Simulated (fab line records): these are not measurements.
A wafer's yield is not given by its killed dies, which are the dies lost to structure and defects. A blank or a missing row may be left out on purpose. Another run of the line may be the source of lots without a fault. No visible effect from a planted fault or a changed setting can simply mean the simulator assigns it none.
Problem report, 8D (eight disciplines) form, completed by code	flow gf180mcu	the parts of the form that need people (team, actions taken, sign-off) are left out

1. WHAT IS WRONG
Across 6 wafers from 2 lots, HV_LDD_03_OVL at GF_HV_LDD_OVL_MEAS_47 averages -77.0 nm, while fault-free wafers read -0.3 nm with a standard deviation of 1.2. Relative to the usual mean, that is a shift of -64 standard deviations.
First seen on wafer L806.2, day 18 05:57, on overlay-02. At this step, 42 wafers from 14 lots have a number in the record. The rule behind "out" and "out of limits": a value lying over 4 standard deviations away from the usual mean. The rest of the wafers with a number are treated as sound.

2. WHAT IT IS AND WHAT IT IS NOT
question	is	is not
which readings at this step	HV_LDD_03_OVL	-
which lots	L806, L807	L790, L791, L792, L793, L794, L795, L797, L798, L805, L809, L812, L813
which wafers of those lots	all that have a number	-
read on which gauges	overlay-02	overlay-01
when	from day 18 05:57	up to then (27 sound wafers); but 9 sound wafers of L809, L812, L813 came after

3. WHAT RULES OUT EACH SUSPECT
Counting: a tool at a process step up to the reading stays a suspect if it ran every lot that is out and no sound lot after the first of them.
- the gauge at GF_HV_LDD_OVL_MEAS_47: kept. All the wafers that are out were read on overlay-02, and no step on other tools shows them out.
- iline-stepper-02 at GF_HV_LDD_EXPOSE_43 (exposes mask Pplus HV AREA, target cd 400 nm): kept. All lots that are out passed through it, beginning with L806 at day 17 18:22, and no sound lot followed; its final sound lot before that point was L805 at day 17 03:48.
Remaining after the count are iline-stepper-02 at GF_HV_LDD_EXPOSE_43 and overlay-02 at GF_HV_LDD_OVL_MEAS_47.

4. THE CAUSE (what the simulator had put in)
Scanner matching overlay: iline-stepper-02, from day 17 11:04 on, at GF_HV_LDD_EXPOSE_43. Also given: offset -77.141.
Counting leaves 2 suspects; this tool is one of them.

5. SEQUENCE OF EFFECTS, ordered by route
Each row: a reading where the mean over the struck wafers with a number is more than 3 standard deviations away from the usual. Scope: only readings with a usual standard deviation given in the record; hours: median across lots of the time from each lot's start at the first step in this table that gives one to its start at this step; sigmas: change in usual standard deviations.
hours	step	reading	usual	on struck wafers	change	sigmas
0	GF_HV_LDD_OVL_MEAS_47	HV_LDD_03_OVL	-0.3 nm	-77.0	-76.7	-64
At these later measuring or inspecting steps, every struck wafer for which the step has a row has a number for every such reading, and none has moved that far: GF_HV_LDD_THK_MEAS_55.

6. HOW IT WOULD HAVE BEEN CAUGHT EARLIER
Counted from the fault's start at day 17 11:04, it took 19 hours until the first out-of-limits reading at a measuring or inspecting step in this record, taken at day 18 05:57.
Each of the lots that are out, 2 in all, had begun GF_HV_LDD_EXPOSE_43 on iline-stepper-02 no later than day 18 05:57. Had the tool been put on hold then, not one of them would have been saved.
